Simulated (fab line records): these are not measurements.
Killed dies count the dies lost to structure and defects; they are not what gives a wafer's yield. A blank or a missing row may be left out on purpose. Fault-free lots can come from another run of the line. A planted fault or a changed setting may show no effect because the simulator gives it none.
8D (eight disciplines) problem report, filled in by code | flow sky130 | the parts of the form that need people (team, actions taken, sign-off) are left out

## 1. PROBLEM STATEMENT
At SKY_VT_ADJUST_NCORE_STRIP_10, strip time to endpoint s averages 13.86 s over 6 wafers from 2 lots, while fault-free wafers read 14.18 s, standard deviation 0.042. Measured from the usual mean, that is -7.6 standard deviations.
The step: strips in O2/N2.
The first sign was on wafer L947.1 at day 13 10:14, on plasma asher-03. The record has a number at this step for 42 wafers belonging to 14 lots. Rule for "out", or "out of limits": more than 4 standard deviations from the usual mean. The rest of the wafers with a number are treated as sound.

## 2. WHAT IT IS, AND WHAT IT ISN'T
question                    | is                       | is not
which readings at this step | strip time to endpoint s | drypump motor current A, o2 flow sccm, oes product au
which lots                  | L947, L948               | L932, L933, L935, L936, L937, L938, L939, L942, L943, L949, L954, L955
which wafers of those lots  | all that have a number   | -
read on which tools         | plasma asher-03          | plasma asher-01, plasma asher-04
when                        | from day 13 10:14        | up to then (27 sound wafers); but 9 sound wafers of L949, L954, L955 came after

## 3. THE SUSPECTS, EACH WITH WHAT RULES IT OUT
Counting: a tool at a process step up to the reading stays a suspect if it ran every lot that is out and no sound lot after the first of them.
- litho track-03 at SKY_VT_ADJUST_NCORE_COAT_02 (resist thk 1140 nm): kept. It ran every lot that is out, first L947 (day 12 21:27), and no sound lot after that; its last sound lot up to then is L942 (day 11 01:48).
- plasma asher-03 at SKY_VT_ADJUST_NCORE_STRIP_10 (strips in O2/N2): ruled out as a lasting fault. The sound lots L955 went through it after L947, its earliest lot that is out (day 13 10:14).
The count leaves litho track-03 at SKY_VT_ADJUST_NCORE_COAT_02.

## 4. THE CAUSE (what the simulator had put in)
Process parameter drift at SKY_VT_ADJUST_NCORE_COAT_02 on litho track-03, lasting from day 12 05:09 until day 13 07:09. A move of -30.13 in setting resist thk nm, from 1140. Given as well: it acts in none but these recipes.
Only this tool survived the counting.

## 5. SEQUENCE OF EFFECTS, ordered by route
One row per reading whose mean, taken over the struck wafers that have a number, lies over 3 standard deviations from the usual. Scope: only readings with a usual standard deviation given in the record; hours: median across lots of the time from each lot's start at the first step in this table that gives one to its start at this step; sigmas: change in usual standard deviations.
hours | step                         | reading                  | usual   | on struck wafers | change | sigmas
0     | SKY_VT_ADJUST_NCORE_STRIP_10 | strip time to endpoint s | 14.18 s | 13.86            | -0.32  | -7.6
The process steps in it:
- SKY_VT_ADJUST_NCORE_STRIP_10: strips in O2/N2.

## 6. WHAT WOULD HAVE CAUGHT IT SOONER
In this record the first reading out of limits was taken at day 13 10:14, 29 hours after the fault began at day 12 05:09.
Each of the lots that are out, 2 in all, had begun SKY_VT_ADJUST_NCORE_COAT_02 on litho track-03 no later than day 13 10:14. Tool hold at that time: it would have spared none of them.
